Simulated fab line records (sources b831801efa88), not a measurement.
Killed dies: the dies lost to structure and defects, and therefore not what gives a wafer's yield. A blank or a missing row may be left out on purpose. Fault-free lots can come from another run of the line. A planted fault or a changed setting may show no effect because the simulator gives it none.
Which tool did it? -- flow sky130 -- 12 lots, 36 wafers sampled, at 5 steps of a route of 708

== WHAT THE GAUGES READ, wafer by wafer ==
The record lacks any reading of a measuring or inspecting step that a usual standard deviation could be used to judge.

== WHAT TOOL EACH LOT RAN ON (gives the tool, then ch and the chambers of the sampled wafers, and finally the start) ==
lot,SKY_METAL2_ETCH_18,SKY_VIA4_ETCH_12,SKY_METAL5_SPUTTER_00,SKY_PASSIVATION_CVD_00,SKY_PAD_OPEN_PROBE_99
L670,"rie_metal-02 ch 0, day 35 14:25","rie_diel-03 ch 0,2, day 43 03:39","pvd_sputter-04, day 43 05:03","pecvd-01 ch 0,2, day 44 04:14",-
L673,"rie_metal-03 ch 0,1, day 36 12:53","rie_diel-01 ch 0,1,2, day 44 01:37","pvd_sputter-03, day 44 02:59","pecvd-03 ch 0,1, day 45 02:26",-
L674,"rie_metal-02 ch 0, day 36 19:21","rie_diel-04 ch 0,1,3, day 44 06:20","pvd_sputter-04, day 44 07:45","pecvd-03 ch 0,1,2, day 45 07:02","prober-02, day 47 02:57"
L675,"rie_metal-01 ch 0, day 37 02:48","rie_diel-03 ch 2,3, day 44 11:59","pvd_sputter-01, day 44 13:20","pecvd-01 ch 0,1,2, day 45 12:26",-
L676,"rie_metal-01 ch 0,1, day 37 14:42","rie_diel-03 ch 0,2, day 44 20:41","pvd_sputter-03, day 44 22:02","pecvd-02 ch 0,2, day 45 20:02","prober-02, day 47 14:47"
L677,"rie_metal-01 ch 0,1, day 37 22:41","rie_diel-04 ch 0,1,2, day 45 05:13","pvd_sputter-04, day 45 06:35","pecvd-02 ch 0,1,2, day 46 03:51","prober-01, day 47 21:20"
L678,"rie_metal-02 ch 0,1, day 38 10:59","rie_diel-04 ch 0,1,2, day 45 16:50","pvd_sputter-04, day 45 18:14","pecvd-01 ch 0,2, day 46 15:37","prober-02, day 48 09:51"
L679,"rie_metal-03 ch 0, day 38 11:26","rie_diel-03 ch 0,3, day 45 17:56","pvd_sputter-01, day 45 19:19","pecvd-02 ch 0,1,2, day 46 17:08","prober-01, day 48 11:41"
L681,"rie_metal-03 ch 0, day 38 22:02","rie_diel-04 ch 1,3, day 46 02:02","pvd_sputter-04, day 46 04:01","pecvd-02 ch 0,1, day 47 01:37","prober-01, day 48 18:46"
L682,"rie_metal-02 ch 0,1, day 39 03:25","rie_diel-01 ch 2,3, day 46 05:46","pvd_sputter-04, day 46 07:08","pecvd-02 ch 1,2, day 47 04:43","prober-02, day 48 21:31"
L686,"rie_metal-01 ch 0,1, day 40 13:35","rie_diel-03 ch 0,3, day 47 09:29","pvd_sputter-03, day 47 11:26","pecvd-02 ch 0,2, day 48 07:56","prober-02, day 49 21:44"
L688,"rie_metal-03 ch 0,1, day 41 00:26","rie_diel-03 ch 0,1,3, day 47 17:23","pvd_sputter-04, day 47 18:45","pecvd-01 ch 0,1, day 48 14:30",-
- SKY_METAL2_ETCH_18: etches BARC in N2/H2, stops on SiO2, time 45.9 s, target depth 60 nm.
- SKY_VIA4_ETCH_12: etches SiO2 in C4F8/O2/Ar, stops on TiN, target depth 580 nm.
- SKY_METAL5_SPUTTER_00: material Ti, target thk 15 nm, time 10 s.
- SKY_PASSIVATION_CVD_00: deposits SiO2, target thk 90 nm.
- SKY_PAD_OPEN_PROBE_99

== WHAT THE TOOLS THEMSELVES READ (means of the sampled wafers that have a number; where no wafer has one, the mark that the record gives instead) ==
SKY_METAL2_ETCH_18.
lot,tool,drypump_motor_current_A (A),oes_product_au (a.u.),throttle_valve_pct (%)
L670,rie_metal-02,6.7,0.850,13.227
L673,rie_metal-03,5.9,0.857,13.221
L674,rie_metal-02,6.7,0.854,13.225
L675,rie_metal-01,5.2,0.855,13.224
L676,rie_metal-01,5.9,0.854,13.227
L677,rie_metal-01,5.5,0.853,13.228
L678,rie_metal-02,6.2,0.855,13.226
L679,rie_metal-03,6.1,0.851,13.219
L681,rie_metal-03,6.1,0.858,13.223
L682,rie_metal-02,6.2,0.854,13.224
L686,rie_metal-01,5.6,0.851,13.224
L688,rie_metal-03,5.9,0.852,13.224

SKY_VIA4_ETCH_12.
lot,tool,oes_product_au (a.u.)
L670,rie_diel-03,0.924
L673,rie_diel-01,0.925
L674,rie_diel-04,0.923
L675,rie_diel-03,0.927
L676,rie_diel-03,0.926
L677,rie_diel-04,0.932
L678,rie_diel-04,0.926
L679,rie_diel-03,0.928
L681,rie_diel-04,0.927
L682,rie_diel-01,0.927
L686,rie_diel-03,0.923
L688,rie_diel-03,0.927

SKY_METAL5_SPUTTER_00.
lot,tool,throttle_valve_pct (%)
L670,pvd_sputter-04,30.1
L673,pvd_sputter-03,31.2
L674,pvd_sputter-04,30.7
L675,pvd_sputter-01,30.6
L676,pvd_sputter-03,31.6
L677,pvd_sputter-04,30.1
L678,pvd_sputter-04,30.0
L679,pvd_sputter-01,30.5
L681,pvd_sputter-04,30.2
L682,pvd_sputter-04,30.1
L686,pvd_sputter-03,31.2
L688,pvd_sputter-04,30.3

SKY_PASSIVATION_CVD_00.
lot,tool,heater_power_w (W)
L670,pecvd-01,660
L673,pecvd-03,654
L674,pecvd-03,706
L675,pecvd-01,720
L676,pecvd-02,667
L677,pecvd-02,618
L678,pecvd-01,704
L679,pecvd-02,673
L681,pecvd-02,643
L682,pecvd-02,696
L686,pecvd-02,726
L688,pecvd-01,678

SKY_PAD_OPEN_PROBE_99.
lot,tool,defect_limited_yield (%),killed_at_M0_to_M3,killed_at_M4_up,killed_at_contacts,killed_at_front_end,killed_at_other,killed_dies,killed_open,killed_short,sort_bin_3_pad_short (%),sort_bin_5_function (%),sort_bin_6_memory (%),sort_n_pass,sort_yield_pct (%)
L674,prober-02,81.8,45,4.0,24,16,0.0,89,46,44,1.0,9.9,7.2,403,81.8
L676,prober-02,82.8,36,4.0,23,22,0.0,85,48,37,1.2,9.5,6.5,407,82.8
L677,prober-01,83.5,42,2.3,20,17,0.3,81,45,37,1.4,10.2,5.0,411,83.5
L678,prober-02,82.0,49,1.3,27,12,0.0,89,49,39,1.1,11.6,5.4,403,82.0
L679,prober-01,81.4,47,2.7,29,12,0.0,91,49,42,0.8,10.7,7.0,401,81.4
L681,prober-01,82.9,50,1.3,20,13,0.0,84,48,36,0.8,9.9,6.3,408,82.9
L682,prober-02,80.2,48,3.3,27,19,0.3,97,49,48,1.3,12.0,6.4,395,80.2
L686,prober-02,77.9,72,2.7,23,10,1.0,109,43,34,1.9,12.3,7.9,383,77.9

== THE ANSWER, worked out from the rows above alone ==
Rule: the lots themselves supply what counts as usual. The widest of any qualifying gaps counts: lots, ordered by their means at a reading, are off when they make up no more than a third of the lots, leave a main group of 4 or more, and stand apart from it by 3 or more times the standard deviation of that group's means. A main group whose means are all the same, to the digits that the tables above print for the reading, isn't used. Also off: a lot with no number at a reading for which 4 or more lots have one. Any other lot the step has rows for is counted as sound. The gauges are gone through in route order, then the tools' own readings, and for those a lot's mean is taken as printed above. At the first step where some lot is off, the reading lying furthest off is the one used; lots without a number count as furthest.
Off: L686, at SKY_PAD_OPEN_PROBE_99 (killed_at_other). Mean 0.1 and standard deviation 0.14 in the main group. Neither off nor sound, because the step has no rows for them: L670, L673, L675, L688.
A tool fits if, at that step or a process step before it, it ran every lot that is off, and no sound lot after the first of them. Can't be told from this: 5 tools fit, rie_metal-01 at SKY_METAL2_ETCH_18, rie_diel-03 at SKY_VIA4_ETCH_12, pvd_sputter-03 at SKY_METAL5_SPUTTER_00, pecvd-02 at SKY_PASSIVATION_CVD_00, prober-02 at SKY_PAD_OPEN_PROBE_99.

== WHAT HAD BEEN PUT IN BY THE SIMULATOR ==
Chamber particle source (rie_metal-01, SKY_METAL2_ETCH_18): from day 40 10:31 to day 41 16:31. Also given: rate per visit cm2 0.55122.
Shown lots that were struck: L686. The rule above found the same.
